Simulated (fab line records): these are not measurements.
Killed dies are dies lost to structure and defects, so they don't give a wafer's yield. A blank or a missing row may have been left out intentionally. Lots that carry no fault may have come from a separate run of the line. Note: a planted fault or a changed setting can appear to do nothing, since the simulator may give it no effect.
2 desks looking at one fault / flow gf180mcu / every desk sees just its own numbers, and what lay behind them comes last

## THE TOOL OWNER'S DESK: implanter-03
The tool's own readings at GF_HV_LDD_IMPLANT_33, given as means over the sampled wafers that have a number, one for each lot that went through this tool. The brackets show how far a lot's mean lies from the usual mean; more than 4 standard deviations puts the lot out of limits, marked OUT.
Columns: A = doseIonsCm2 at GF_HV_LDD_IMPLANT_33, usual 7.5e+12; B = faradayCurrentUA at GF_HV_LDD_IMPLANT_33, usual 42.2; C = rotationDeg at GF_HV_LDD_IMPLANT_33, usual 0.004 degrees
lot=L359; first seen here=day 12 18:37; A=7.5e+12; B=42.7; C=-0.004
lot=L360; first seen here=day 13 02:03; A=7.5e+12; B=41.9; C=0.005
lot=L362; first seen here=day 13 20:44; A=7.5e+12; B=42.4; C=0.011
lot=L365; first seen here=day 14 19:56; A=7.5e+12; B=42.1; C=-0.001
lot=L373; first seen here=day 17 12:28; A=8.4e+12 (+99 or more) OUT; B=48.7 (+8.3) OUT; C=-0.001
lot=L375; first seen here=day 18 01:36; A=8.4e+12 (+99 or more) OUT; B=47.6 (+6.8) OUT; C=-0.013
This desk's verdict: out of limits on L373, L375, starting with L373 at day 17 12:28 (doseIonsCm2 at GF_HV_LDD_IMPLANT_33). Within limits: L359, L360, L362, L365.

## METROLOGY DESK
Means of the sampled wafers that have a number, per lot and without regard to the tool the lot ran on: this is what the gauges read. The brackets show how far a lot's mean lies from the usual mean; more than 4 standard deviations puts the lot out of limits, marked OUT.
Columns: A = cdNm at GF_HV_LDD_CD_MEAS_31, usual 399.6 nm; B = HV_LDD_RS at GF_HV_LDD_RS_MEAS_53, usual 418.5 ohm/sq
lot=L357; first seen here=day 12 12:37; A=400.1; B=419.2
lot=L359; first seen here=day 12 18:28; A=399.5; B=417.4
lot=L360; first seen here=day 13 01:52; A=398.3; B=419.4
lot=L362; first seen here=day 13 20:34; A=399.5; B=418.4
lot=L365; first seen here=day 14 19:46; A=399.0; B=416.9
lot=L367; first seen here=day 15 16:25; A=393.9; B=417.4
lot=L370; first seen here=day 16 11:56; A=399.7; B=418.6
lot=L373; first seen here=day 17 12:19; A=403.5; B=415.9
lot=L374; first seen here=day 17 17:41; A=400.4; B=418.3
lot=L375; first seen here=day 18 01:26; A=401.3; B=414.7
lot=L376; first seen here=day 18 08:34; A=401.4; B=418.8
lot=L378; first seen here=day 19 00:21; A=396.0; B=417.2
This desk's finding: nothing out of limits on any of the 12 lots.

## TAKEN TOGETHER
An alarm could have come from the tool owner's desk at day 17 12:28, on L373, L375.
At the metrology desk, nothing out of limits was observed.
The metrology desk holds a record of L373, L375, inside its limits.
All the named lots went through GF_HV_LDD_IMPLANT_33 on implanter-03.

## WHAT HAD BEEN PUT IN BY THE SIMULATOR
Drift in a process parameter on implanter-03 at GF_HV_LDD_IMPLANT_33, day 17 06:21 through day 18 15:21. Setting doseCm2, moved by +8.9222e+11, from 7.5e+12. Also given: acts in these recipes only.
Shown lots that were struck: L373, L375.
Each desk's first reading out of limits, in hours after the fault started: the tool owner's desk, 6.
